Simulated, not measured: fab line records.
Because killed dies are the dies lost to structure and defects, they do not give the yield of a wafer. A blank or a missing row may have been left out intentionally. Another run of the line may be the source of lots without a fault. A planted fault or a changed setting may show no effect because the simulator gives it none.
A struck lot beside a sound one | flow sfq line | 42 out of 325 route steps
Sound: these wafers, L864.2, L864.5, L864.6. Struck: wafer L869.1 (left out: L869.3, L869.4 of the same lot, which were not struck); the cause appears at the end.
Each step with rows lists, per side, the tool, then ch with its chambers, then its first start. Under that, the readings that differ: sound wafers | struck wafers | difference of the means | sigmas: that difference in standard deviations of wafers without a fault.
alike: readings with means less than 2 such deviations apart, plus words and numbers identical on both sides. not compared: withheld readings, readings lacking a value on some wafer, bounds such as >300 that could conceal the same value, and numbers that have no deviation in the record and whose values overlap.
The two part at a step that has a row with sigmas, a row that says differs or no value, or rows on one side only. When numbers do not overlap yet have no deviation, they are printed without sigmas and do not part them. A reading missing from all wafers of one side parts the sides only when that side holds two or more wafers.

first, 6 steps without rows for these wafers: SFQ_TRILAYER_I3_VIA_LITHO_COAT_090 (resist thk 62 nm); SFQ_TRILAYER_I3_VIA_LITHO_COAT_085 (resist thk 650 nm); SFQ_TRILAYER_I3_VIA_LITHO_SOFTBAKE_089; SFQ_TRILAYER_I3_VIA_LITHO_EXPOSE_086 (exposes mask I3, target cd 500 nm); SFQ_TRILAYER_I3_VIA_LITHO_PEB_088 (peb time 60 s); SFQ_TRILAYER_I3_VIA_LITHO_DEVELOP_087 (time 60 s).
SFQ_I3_OVL_MEAS_923:
  sound: overlay-01 at day 38 22:59; struck: overlay-02 at day 39 14:17
  alike: I3_OVL
SFQ_TRILAYER_I3_VIA_BARC_OPEN_VIA_ETCH_121: etches BARC in O2, target depth 125 nm, time 41.7 s.
  sound on rie diel-02 ch 0,3, day 38 23:01; struck on rie diel-04 ch 1, day 39 14:20
  alike: chamber pressure mTorr, drypump motor current A, oes product au
  not compared: rf hours counter h
then, 1 step without rows for these wafers: SFQ_TRILAYER_I3_VIA_ETCH_VIA_ETCH_088 (etches SiO2 in CHF3, stops on Nb, target depth 260 nm).
SFQ_TRILAYER_I3_VIA_STRIP_STRIP_089: strips in O2.
  sound on rie metal-03 ch 0,1, day 38 23:10; struck on rie metal-01 ch 1, day 39 14:29
  alike: chamber pressure mTorr, drypump motor current A, oes product au
  not compared: rf hours counter h
then, 2 steps without rows for these wafers: SFQ_TRILAYER_I3_VIA_STRIP_SOLV_CLEAN_090 (cleans in NMP, time 600 s); SFQ_TRILAYER_M4_DEP_PRE_CLEAN_092 (time 22.5 s).
SFQ_TRILAYER_M4_DEP_SPUTTER_091: material Nb, target thk 200 nm, time 133.3 s.
  sound: pvd sputter-04 at day 38 23:58; struck: pvd sputter-05 at day 39 15:53
  reading                                             | sound             | struck | difference | sigmas
  model.Nb_of_TRILAYER_M4_DEP_SPUTTER_091.thk nm (nm) | 201.3 200.9 200.1 | 102.1  | -98.7      |
  alike: throttle valve pct
SFQ_M4_RS_MEAS_924: the measuring method here is four-point-probe.
  sound: film metro-04 at day 39 00:05; struck: film metro-03 at day 39 15:58
  reading           | sound             | struck | difference | sigmas
  M4_NB_RS (ohm/sq) | 0.884 0.888 0.890 | 1.758  | +0.871     | +99 or more
then, 6 steps without rows for these wafers: SFQ_TRILAYER_M4_LITHO_COAT_098 (resist thk 62 nm); SFQ_TRILAYER_M4_LITHO_COAT_093 (resist thk 600 nm); SFQ_TRILAYER_M4_LITHO_SOFTBAKE_097; SFQ_TRILAYER_M4_LITHO_EXPOSE_094 (exposes mask M4, target cd 500 nm); SFQ_TRILAYER_M4_LITHO_PEB_096 (peb time 60 s); SFQ_TRILAYER_M4_LITHO_DEVELOP_095 (time 60 s).
-- the record jumps here: 6 days lie between the struck wafers' starts before and after --
SFQ_M4_OVL_MEAS_926:
  sound: overlay-01 at day 45 15:13; struck: overlay-02 at day 46 02:01
  alike: M4_OVL
then, 1 step without rows for these wafers: SFQ_TRILAYER_M4_BARC_OPEN_METAL_ETCH_123 (etches BARC in O2, target depth 125 nm, time 41.7 s).
SFQ_TRILAYER_M4_ETCH_METAL_ETCH_096: etches Nb in Cl2/Ar, stops on SiO2, target depth 240 nm, time 120 s.
  sound on rie metal-04 ch 0,1, day 45 15:19; struck on rie metal-03 ch 1, day 46 02:07
  reading                        | sound             | struck | difference | sigmas
  chamber pressure mTorr (mTorr) | 9.992 9.994 9.992 | 10.014 | +0.021     | +2
  drypump motor current A (A)    | 4.9 5.5 4.9       | 6.4    | +1.3       | +3
  oes product au (a.u.)          | 0.891 0.898 0.891 | 0.642  | -0.251     | -39
  not compared: rf hours counter h
then, 2 steps without rows for these wafers: SFQ_TRILAYER_M4_STRIP_STRIP_097 (strips in O2); SFQ_TRILAYER_M4_STRIP_SOLV_CLEAN_098 (cleans in NMP, time 600 s).
SFQ_TRILAYER_I4_DEP_PECVD_099: deposits SiO2 from SiH4/N2O, time 111.11 s, target thk 500 nm.
  sound on pecvd-01 ch 0,1, day 45 16:13; struck on pecvd-01 ch 2, day 46 03:01
  reading                | sound          | struck | difference | sigmas
  throttle valve pct (%) | 24.0 23.8 24.7 | 26.8   | +2.6       | +2
  alike: heater power w
then, 1 step without rows for these wafers: SFQ_TRILAYER_I4_CMP_CMP_100 (polishes SiO2).
SFQ_I4_BOW_MEAS_927:
  sound: film metro-04 at day 45 19:19; struck: film metro-04 at day 46 06:05
  alike: I4_BOW
then, 7 steps without rows for these wafers: SFQ_TRILAYER_I4_METRO_MEASURE_101; SFQ_TRILAYER_I4_VIA_LITHO_COAT_108 (resist thk 62 nm); SFQ_TRILAYER_I4_VIA_LITHO_COAT_103 (resist thk 650 nm); SFQ_TRILAYER_I4_VIA_LITHO_SOFTBAKE_107; SFQ_TRILAYER_I4_VIA_LITHO_EXPOSE_104 (exposes mask I4, target cd 700 nm); SFQ_TRILAYER_I4_VIA_LITHO_PEB_106 (peb time 60 s); SFQ_TRILAYER_I4_VIA_LITHO_DEVELOP_105 (time 60 s).
-- the record jumps here: 5 days lie between the struck wafers' starts before and after --
SFQ_I4_OVL_MEAS_928:
  sound: overlay-01 at day 50 17:35; struck: overlay-01 at day 51 03:11
  alike: I4_OVL
then, 1 step without rows for these wafers: SFQ_TRILAYER_I4_VIA_BARC_OPEN_VIA_ETCH_146 (etches BARC in O2, target depth 125 nm, time 41.7 s).
SFQ_TRILAYER_I4_VIA_ETCH_VIA_ETCH_106: etches SiO2 in CHF3, stops on Nb, target depth 260 nm.
  sound on rie diel-01 ch 0,1, day 50 17:40; struck on rie diel-01 ch 2, day 51 03:16
  alike: chamber pressure mTorr, drypump motor current A, oes product au
SFQ_TRILAYER_I4_VIA_STRIP_STRIP_107: strips in O2.
  sound on rie metal-03 ch 0,1, day 50 17:47; struck on rie metal-04 ch 1, day 51 03:23
  reading               | sound             | struck | difference | sigmas
  oes product au (a.u.) | 0.987 0.986 0.982 | 0.999  | +0.014     | +2
  alike: chamber pressure mTorr, drypump motor current A
  not compared: rf hours counter h
then, 2 steps without rows for these wafers: SFQ_TRILAYER_I4_VIA_STRIP_SOLV_CLEAN_108 (cleans in NMP, time 600 s); SFQ_TRILAYER_JJ_TRILAYER_DEP_PRE_CLEAN_113 (time 22.5 s).
-- the record jumps here: 36 days lie between the struck wafers' starts before and after --
SFQ_M8_BOW_MEAS_951:
  sound: film metro-04 at day 86 05:57; struck: film metro-04 at day 86 20:19
  reading                 | sound               | struck | difference | sigmas
  model.etest.m4.ohm um   | 1.763 1.764 1.774   | 3.475  | +1.708     |
  model.etest.i3.link ohm | 1.96 1.968 1.969    | 2.996  | +1.030     |
  model.etest.i4.link ohm | 2.15 2.163 2.159    | 3.015  | +0.858     |
  model.etest.m4.ohm sq   | 0.8835 0.885 0.8884 | 1.741  | +0.855     |
  alike: M8_BOW

## WHERE THEY PART
Last at SFQ_TRILAYER_I4_VIA_STRIP_STRIP_107 as far as this record goes, first at SFQ_M4_RS_MEAS_924. Later steps at which nothing parts them and some readings are alike: SFQ_M8_BOW_MEAS_951.

WHY: whatever the simulator had introduced
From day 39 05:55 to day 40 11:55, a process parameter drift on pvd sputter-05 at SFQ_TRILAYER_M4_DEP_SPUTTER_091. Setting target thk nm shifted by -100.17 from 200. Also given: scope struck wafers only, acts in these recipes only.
